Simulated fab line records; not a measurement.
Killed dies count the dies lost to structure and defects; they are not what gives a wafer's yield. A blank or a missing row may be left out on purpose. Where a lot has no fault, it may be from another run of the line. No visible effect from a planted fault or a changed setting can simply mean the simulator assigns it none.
The tool behind it: which one?    flow gf180mcu    6 lots, 18 wafers sampled, at 3 steps of a route of 602

## WHAT EACH GAUGE READ, for each wafer
GF_VT_IMPLANT_RS_MEAS_46: a four-point-probe measurement.
lot   measured      on             MVSD_RS (ohm/sq)
L111  day 8 10:38   film metro-03  456.6 456.1 454.5
L114  day 9 04:49   film metro-01  456.5 454.8 454.7
L120  day 10 19:50  film metro-04  454.3 456.4 455.9
L124  day 12 01:20  film metro-03  504.9 505.2 504.6
L126  day 12 11:42  film metro-04  455.6 455.7 455.3
L131  day 14 00:11  film metro-03  455.4 456.5 455.4

## WHICH TOOL RAN EACH LOT (tool, then ch and the chambers of the sampled wafers, then the start)
lot   GF_NWELL_STRIP_10                    GF_MVSD_IMPLANT_09
L111  plasma asher-01 ch 0,1, day 4 00:55  implanter-03 ch 0, day 5 05:04
L114  plasma asher-04 ch 0,1, day 4 16:07  implanter-01 ch 0, day 5 20:59
L120  plasma asher-01 ch 0,1, day 6 01:06  implanter-01 ch 0, day 7 07:42
L124  plasma asher-03 ch 0,1, day 6 23:54  implanter-03 ch 0, day 8 09:18
L126  plasma asher-04 ch 0,1, day 7 10:28  implanter-02 ch 0, day 8 19:14
L131  plasma asher-01 ch 0,1, day 8 14:01  implanter-02 ch 0, day 10 00:42
- GF_NWELL_STRIP_10: strips in O2/N2.
- GF_MVSD_IMPLANT_09

## THE ANSWER, worked out from the rows above alone
Rule: the lots themselves supply what counts as usual. The widest of any qualifying gaps counts: lots, ordered by their means at a reading, are off when they make up no more than a third of the lots, leave a main group of 4 or more, and stand apart from it by 3 or more times the standard deviation of that group's means. A main group whose means are all the same, to the digits that the tables above print for the reading, isn't used. Also off: a lot with no number at a reading for which 4 or more lots have one. All remaining lots with rows at the step are treated as sound.
Off: L124, at GF_VT_IMPLANT_RS_MEAS_46 (MVSD_RS). For the main group the mean is 455.6 ohm/sq and the standard deviation 0.16.
A tool fits if, at a process step before that reading, it ran every lot that is off, and no sound lot after the first of them. Those tools and the gauges at GF_VT_IMPLANT_RS_MEAS_46 are tried in the same way. Undecided on this evidence; 2 tools fit (plasma asher-03 at GF_NWELL_STRIP_10, implanter-03 at GF_MVSD_IMPLANT_09).

## WHAT THE SIMULATOR PUT IN
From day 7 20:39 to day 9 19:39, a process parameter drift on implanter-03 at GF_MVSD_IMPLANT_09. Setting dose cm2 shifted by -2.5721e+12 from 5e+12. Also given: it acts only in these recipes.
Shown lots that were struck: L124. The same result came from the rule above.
